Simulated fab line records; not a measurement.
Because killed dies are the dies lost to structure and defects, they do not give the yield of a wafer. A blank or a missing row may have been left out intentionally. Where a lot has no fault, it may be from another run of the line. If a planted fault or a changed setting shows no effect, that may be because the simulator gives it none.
fab line records -- flow sky130
record lots=11, wafers=33, last-day=50
route steps=708 shown VIA3@588 METAL4@602 CAP2M@605
lots that met no fault: from a run of the same line without faults
start-h: start of the lot's first displayed wafer, in hours after the record's first day -- wait-h: hours elapsed since this lot's preceding step -- " repeats the value in the row above -- L1.1+2: one row covering several wafers at once -- - no value, or no start given -- * or withheld: withheld -- < > ~ a bound
route shown NAME@n: a module of which the file shows steps, and the number in the route of the first -- usual: mean/standard deviation taken from wafers without a fault -- same: alike in all rows -- chamber/n: place in a boat -- sites: per-site readings -- _std_site: the values' standard deviation -- _edge_site: the outer-site mean with the inner-site mean subtracted -- radius-mm: for every site, how far away it sits from the centre of the wafer -- mask NAME#n: copy n -- behind: tool/chamber where the wafer was last shaped -- hold: why the lot was held/for how many hours/how that ended -- device: the n, p or np transistor that did not switch -- end of line: the tests these same wafers got at the end of their route -- a step without rows: its recipe alone -- killed: dies that structure and defects cost at the first sort, which is not the same as the wafer's yield -- map: per-die view of a wafer (x killed, . not killed, _ where there is no die)
set.NAME: the setting the step ran with; set.NAME@STEP: the setting that earlier step ran with -- model.NAME: the simulator's own value behind a step, which no gauge read
a sample of lots followed through the steps of the route, with each step as a table and each wafer as a row
services: when a tool's chamber went out of use (start-h, in hours from the record's first day, below 0 if earlier), for how many hours, and the reason
## steps
# step SKY_VIA3_ETCH_15
# recipe target=SiO2, chemistry=C4F8/O2/Ar, target-depth-nm=507, stop-on=TiN, mask-material=KrF-thick, source-w=1500, bias-w=1200, pressure-mtorr=40, c4f8-flow-sccm=withheld, O2_flow_sccm=6, Ar_flow_sccm=300, time-s=78
# usual oes-product-au=0.946/0.0049, run-length-s=106.2/0.35
lot.wafer,tool,chamber,start-h,wait-h,oes-product-au,rf-hours-counter-h,run-length-s
L672.1,rie-diel-02,1,963.04,0.0,0.939,20,106.2
L672.4,rie-diel-02,3,963.04,0.0,0.942,25,105.5
L672.6,rie-diel-02,3,963.04,0.0,0.946,-,106.1
L673.1,rie-diel-04,2,972.09,0.0,0.957,7,106.6
L673.2,rie-diel-04,1,972.09,0.0,0.938,20,106.0
L673.6,rie-diel-04,2,972.09,0.0,0.955,-,106.2
L674.1,rie-diel-04,3,976.50,0.0,0.950,16,106.1
L674.3,rie-diel-04,2,976.50,0.0,0.944,7,106.6
L674.5,rie-diel-04,0,976.50,0.0,0.952,-,106.2
L675.2,rie-diel-01,0,976.72,0.0,0.945,19,106.4
L675.5,rie-diel-01,0,976.72,0.0,0.941,-,106.0
L675.6,rie-diel-01,3,976.72,0.0,0.948,-,105.5
L677.2,rie-diel-04,2,989.60,0.0,0.941,8,106.8
L677.3,rie-diel-04,0,989.60,0.0,0.939,1,106.4
L677.5,rie-diel-04,2,989.60,0.0,0.946,-,106.6
L680.1,rie-diel-01,0,1010.36,0.0,0.940,20,106.4
L680.2,rie-diel-01,3,1010.36,0.0,0.955,25,105.7
L680.4,rie-diel-01,2,1010.36,0.0,0.947,16,105.8
L681.1,rie-diel-02,2,1011.80,0.0,0.941,19,106.7
L681.4,rie-diel-02,1,1011.80,0.0,0.945,21,106.2
L681.5,rie-diel-02,1,1011.80,0.0,0.948,-,106.4
L682.1,rie-diel-04,0,1020.73,0.0,0.941,2,106.3
L682.3,rie-diel-04,3,1020.73,0.0,0.941,17,106.1
L682.5,rie-diel-04,0,1020.73,0.0,0.942,-,106.3
L689.1,rie-diel-02,3,1075.47,0.0,0.942,30,105.6
L689.4,rie-diel-02,2,1075.47,0.0,0.952,21,106.5
L689.5,rie-diel-02,3,1075.47,0.0,0.945,-,105.8
L691.1,rie-diel-04,2,1079.34,0.0,0.944,10,106.3
L691.4,rie-diel-04,0,1079.34,0.0,0.942,4,106.0
L691.5,rie-diel-04,1,1079.34,0.0,0.940,-,106.4
L690.2,rie-diel-01,2,1079.70,0.0,0.939,18,105.5
L690.5,rie-diel-01,2,1079.70,0.0,0.944,-,105.5
L690.6,rie-diel-01,3,1079.70,0.0,0.947,-,105.4
# step SKY_METAL4_SPUTTER_04
# recipe material=TiN, target-thk-nm=70, power-w=6500, time-s=58.3, chamber-pressure-pa=0.4
# usual throttle-valve-pct=29.9/0.97
lot.wafer,tool,chamber,start-h,wait-h,throttle-valve-pct
L672.1,pvd-sputter-04,-,964.46,0.0,30.5
L672.4,pvd-sputter-04,-,964.46,0.0,29.7
L672.6,pvd-sputter-04,-,964.46,0.0,29.9
L673.1,pvd-sputter-01,-,973.52,0.0,29.9
L673.2,pvd-sputter-01,-,973.52,0.0,28.1
L673.6,pvd-sputter-01,-,973.52,0.0,29.3
L674.1,pvd-sputter-04,-,977.93,0.0,29.6
L674.3,pvd-sputter-04,-,977.93,0.0,31.9
L674.5,pvd-sputter-04,-,977.93,0.0,30.7
L675.2,pvd-sputter-04,-,978.23,0.0,30.7
L675.5,pvd-sputter-04,-,978.23,0.0,29.7
L675.6,pvd-sputter-04,-,978.23,0.0,32.0
L677.2,pvd-sputter-04,-,991.02,0.0,30.3
L677.3,pvd-sputter-04,-,991.02,0.0,32.1
L677.5,pvd-sputter-04,-,991.02,0.0,30.1
L680.1,pvd-sputter-01,-,1011.92,0.0,30.0
L680.2,pvd-sputter-01,-,1011.92,0.0,29.0
L680.4,pvd-sputter-01,-,1011.92,0.0,28.4
L681.1,pvd-sputter-01,-,1013.22,0.0,30.0
L681.4,pvd-sputter-01,-,1013.22,0.0,28.9
L681.5,pvd-sputter-01,-,1013.22,0.0,28.7
L682.1,pvd-sputter-04,-,1022.15,0.0,29.8
L682.3,pvd-sputter-04,-,1022.15,0.0,32.0
L682.5,pvd-sputter-04,-,1022.15,0.0,30.2
L689.1,pvd-sputter-03,-,1076.94,0.0,29.1
L689.4,pvd-sputter-03,-,1076.94,0.0,29.8
L689.5,pvd-sputter-03,-,1076.94,0.0,29.5
L691.1,pvd-sputter-04,-,1080.76,0.0,32.1
L691.4,pvd-sputter-04,-,1080.76,0.0,29.9
L691.5,pvd-sputter-04,-,1080.76,0.0,32.0
L690.2,pvd-sputter-01,-,1081.12,0.0,28.3
L690.5,pvd-sputter-01,-,1081.12,0.0,29.0
L690.6,pvd-sputter-01,-,1081.12,0.0,28.3
# step SKY_CAP2M_SPUTTER_02
# recipe material=TiN, target-thk-nm=200, temp-c=300, power-w=6500, time-s=166.7, chamber-pressure-pa=0.4
# usual throttle-valve-pct=29.8/0.9
lot.wafer,tool,chamber,start-h,wait-h,throttle-valve-pct
L672.1,pvd-sputter-02,-,964.60,0.1,29.5
L672.4,pvd-sputter-02,-,964.60,0.1,29.3
L672.6,pvd-sputter-02,-,964.60,0.1,28.8
L673.1,pvd-sputter-04,-,973.66,0.1,29.5
L673.2,pvd-sputter-04,-,973.66,0.1,30.1
L673.6,pvd-sputter-04,-,973.66,0.1,29.8
L674.1,pvd-sputter-02,-,978.06,0.1,29.6
L674.3,pvd-sputter-02,-,978.06,0.1,28.7
L674.5,pvd-sputter-02,-,978.06,0.1,29.9
L675.2,pvd-sputter-02,-,978.36,0.0,28.5
L675.5,pvd-sputter-02,-,978.36,0.0,31.1
L675.6,pvd-sputter-02,-,978.36,0.0,28.6
L677.2,pvd-sputter-02,-,991.15,0.0,31.7
L677.3,pvd-sputter-02,-,991.15,0.0,29.6
L677.5,pvd-sputter-02,-,991.15,0.0,29.0
L680.1,pvd-sputter-03,-,1012.06,0.1,29.2
L680.2,pvd-sputter-03,-,1012.06,0.1,29.5
L680.4,pvd-sputter-03,-,1012.06,0.1,29.5
L681.1,pvd-sputter-02,-,1013.35,0.1,31.5
L681.4,pvd-sputter-02,-,1013.35,0.1,28.8
L681.5,pvd-sputter-02,-,1013.35,0.1,29.5
L682.1,pvd-sputter-02,-,1022.30,0.1,29.7
L682.3,pvd-sputter-02,-,1022.30,0.1,29.6
L682.5,pvd-sputter-02,-,1022.30,0.1,29.2
L689.1,pvd-sputter-03,-,1077.07,0.1,29.2
L689.4,pvd-sputter-03,-,1077.07,0.1,30.0
L689.5,pvd-sputter-03,-,1077.07,0.1,29.3
L691.1,pvd-sputter-03,-,1080.93,0.1,29.4
L691.4,pvd-sputter-03,-,1080.93,0.1,29.4
L691.5,pvd-sputter-03,-,1080.93,0.1,29.3
L690.2,pvd-sputter-02,-,1081.25,0.0,31.3
L690.5,pvd-sputter-02,-,1081.25,0.0,31.4
L690.6,pvd-sputter-02,-,1081.25,0.0,29.3
# step SKY_CAP2M_METAL_ETCH_13
# recipe target-depth-nm=220, stop-on=SiO2, chemistry=Cl2/BCl3, target=TiN, pressure-mtorr=10, icp-w=900, bias-w=48.5, Cl2_flow_sccm=60, bcl3-flow-sccm=30, time-s=62.9
# usual drypump-motor-current-A=5.6/0.44, oes-product-au=0.943/0.0074, run-length-s=91.3/0.35, throttle-valve-pct=21.902/0.0096
lot.wafer,tool,chamber,start-h,wait-h,drypump-motor-current-A,oes-product-au,rf-hours-counter-h,run-length-s,throttle-valve-pct
L672.1,rie-metal-04,1,987.68,0.2,6.0,0.924,17,91.3,21.912
L672.4,rie-metal-04,1,987.68,0.2,6.0,0.927,-,91.6,21.912
L672.6,rie-metal-04,0,987.68,0.2,5.0,0.935,-,90.8,21.915
L673.1,rie-metal-04,1,996.85,0.0,6.1,0.942,17,91.4,21.905
L673.2,rie-metal-04,0,996.85,0.0,5.0,0.932,6,91.4,21.909
L673.6,rie-metal-04,1,996.85,0.0,6.1,0.946,-,91.4,21.900
L674.1,rie-metal-03,1,1001.25,0.0,6.2,0.934,9,91.8,21.892
L674.3,rie-metal-03,0,1001.25,0.0,5.5,0.936,-,91.4,21.899
L674.5,rie-metal-03,0,1001.25,0.0,5.6,0.933,-,91.5,21.910
L675.2,rie-metal-04,0,1001.48,0.0,5.0,0.949,7,90.9,21.887
L675.5,rie-metal-04,1,1001.48,0.0,6.0,0.954,-,91.6,21.891
L675.6,rie-metal-04,0,1001.48,0.0,5.0,0.954,-,90.8,21.891
L677.2,rie-metal-04,1,1013.20,0.0,6.1,0.954,19,91.3,21.904
L677.3,rie-metal-04,0,1013.20,0.0,5.0,0.949,-,91.0,21.878
L677.5,rie-metal-04,1,1013.20,0.0,6.1,0.955,-,92.0,21.880
L680.1,rie-metal-03,0,1034.98,0.0,5.5,0.947,15,91.5,21.912
L680.2,rie-metal-03,1,1034.98,0.0,6.2,0.949,11,91.6,21.906
L680.4,rie-metal-03,1,1034.98,0.0,6.1,0.945,-,91.5,21.900
L681.1,rie-metal-04,1,1035.93,0.0,6.1,0.902,20,95.0,21.928
L681.4,rie-metal-04,0,1035.93,0.0,5.0,0.912,-,94.7,21.922
L681.5,rie-metal-04,0,1035.93,0.0,5.0,0.910,-,95.0,21.923
L682.1,rie-metal-04,0,1044.98,0.0,5.1,0.900,9,95.5,21.928
L682.3,rie-metal-04,1,1044.98,0.0,6.1,0.897,-,95.2,21.922
L682.5,rie-metal-04,0,1044.98,0.0,5.0,0.902,-,95.1,21.928
L689.1,rie-metal-02,0,1097.75,0.0,5.6,0.932,25,90.8,21.910
L689.4,rie-metal-02,0,1097.75,0.0,5.6,0.938,-,90.8,21.906
L689.5,rie-metal-02,1,1097.75,0.0,5.2,0.941,-,91.5,21.909
L691.1,rie-metal-04,1,1101.33,0.0,6.1,0.948,23,91.3,21.908
L691.4,rie-metal-04,0,1101.33,0.0,5.0,0.955,-,90.9,21.910
L691.5,rie-metal-04,0,1101.33,0.0,5.0,0.941,-,91.0,21.892
L690.2,rie-metal-02,1,1101.65,0.0,5.2,0.949,-,91.4,21.910
L690.5,rie-metal-02,1,1101.65,0.0,5.2,0.951,-,91.3,21.893
L690.6,rie-metal-02,1,1101.65,0.0,5.2,0.938,-,91.2,21.901
# step SKY_METAL4_ETCH_17
# recipe target=SiO2, stop-on=TiN, chemistry=C4F8/O2/Ar, source-w=1500, bias-w=1200, pressure-mtorr=40, c4f8-flow-sccm=withheld, O2_flow_sccm=6, Ar_flow_sccm=300, time-s=3.9, target-depth-a=150
# usual oes-product-au=0.756/0.0079
lot.wafer,tool,chamber,start-h,wait-h,oes-product-au,rf-hours-counter-h
L672.1,rie-diel-04,0,1011.63,0.1,0.748,1
L672.4,rie-diel-04,1,1011.63,0.1,0.766,22
L672.6,rie-diel-04,1,1011.63,0.1,0.766,-
L673.1,rie-diel-03,3,1020.70,0.1,0.745,18
L673.2,rie-diel-03,2,1020.70,0.1,0.736,10
L673.6,rie-diel-03,2,1020.70,0.1,0.734,-
L674.1,rie-diel-04,2,1024.43,0.1,0.750,8
L674.3,rie-diel-04,1,1024.43,0.1,0.754,22
L674.5,rie-diel-04,3,1024.43,0.1,0.755,-
L675.2,rie-diel-01,1,1025.96,0.1,0.748,22
L675.5,rie-diel-01,3,1025.96,0.1,0.756,-
L675.6,rie-diel-01,2,1025.96,0.1,0.766,-
L677.2,rie-diel-01,3,1036.87,0.1,0.753,26
L677.3,rie-diel-01,0,1036.87,0.1,0.744,21
L677.5,rie-diel-01,2,1036.87,0.1,0.752,-
L680.1,rie-diel-04,2,1057.66,0.1,0.751,10
L680.2,rie-diel-04,0,1057.66,0.1,0.759,3
L680.4,rie-diel-04,3,1057.66,0.1,0.763,18
L681.1,rie-diel-01,1,1058.63,0.1,0.720,23
L681.4,rie-diel-01,2,1058.63,0.1,0.725,17
L681.5,rie-diel-01,1,1058.63,0.1,0.723,-
L682.1,rie-diel-03,0,1066.71,0.1,0.733,9
L682.3,rie-diel-03,2,1066.71,0.1,0.736,12
L682.5,rie-diel-03,3,1066.71,0.1,0.743,-
L689.1,rie-diel-01,1,1118.35,0.1,0.755,25
L689.4,rie-diel-01,0,1118.35,0.1,0.761,24
L689.5,rie-diel-01,0,1118.35,0.1,0.756,-
L691.1,rie-diel-01,3,1122.45,0.1,0.756,29
L691.4,rie-diel-01,2,1122.45,0.1,0.762,19
L691.5,rie-diel-01,3,1122.45,0.1,0.762,-
L690.2,rie-diel-04,1,1122.78,0.1,0.757,25
L690.5,rie-diel-04,0,1122.78,0.1,0.757,-
L690.6,rie-diel-04,1,1122.78,0.1,0.760,-
## services
tool,chamber,start-h,hours,kind
rie-diel-04,0,951.38,-,clean
rie-diel-04,0,951.38,19.6,scheduled-down
rie-metal-03,-,983.41,4.6,repair
rie-metal-02,-,986.70,15.6,pm
rie-diel-02,2,988.02,15.7,repair
rie-metal-03,-,988.02,2.8,pm
rie-diel-04,3,989.69,9.6,repair
rie-diel-04,1,991.24,2.2,repair
pvd-sputter-02,-,997.43,3.8,repair
rie-metal-02,-,1002.30,1.4,pm
rie-diel-03,0,1008.05,2.7,repair
rie-diel-04,-,1015.23,2.8,pm
pvd-sputter-01,-,1022.62,5.0,repair
rie-metal-03,-,1027.47,0.2,repair
rie-diel-03,0,1031.95,13.6,repair
rie-diel-02,2,1037.12,14.6,repair
rie-diel-02,-,1049.09,0.3,repair
rie-diel-03,1,1053.88,2.4,repair
rie-metal-04,-,1056.90,14.6,pm
rie-diel-04,-,1066.60,0.3,repair
pvd-sputter-04,-,1076.87,2.5,repair
rie-diel-03,-,1078.52,2.8,pm
rie-metal-03,0,1081.81,26.4,repair
rie-diel-01,2,1109.31,5.3,repair
## key
first-sign step=SKY_CAP2M_METAL_ETCH_13, reading=run-length-s, direction=up, sigmas=11, usual=*, struck=*
effect step=SKY_CAP2M_METAL_ETCH_13, reading=oes-product-au, direction=down, sigmas=5.3, usual=0.943, struck=0.904
effect step=SKY_METAL4_ETCH_17, reading=oes-product-au, direction=down, sigmas=3.3, usual=0.756, struck=0.730
met-at SKY_CAP2M_METAL_ETCH_13
struck-lots L681,L682
not-acting-at SKY_VIA3_ETCH_15,SKY_METAL4_SPUTTER_04,SKY_CAP2M_SPUTTER_02
onset-between 1013.20 1035.93
fault kind=process-parameter-drift, tool=rie-metal-04, chamber=-, onset-h=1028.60, steps=SKY_CAP2M_METAL_ETCH_13, channel=time-s, offset=*, shape=step, end-h=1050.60, acts-in=*, stated=*
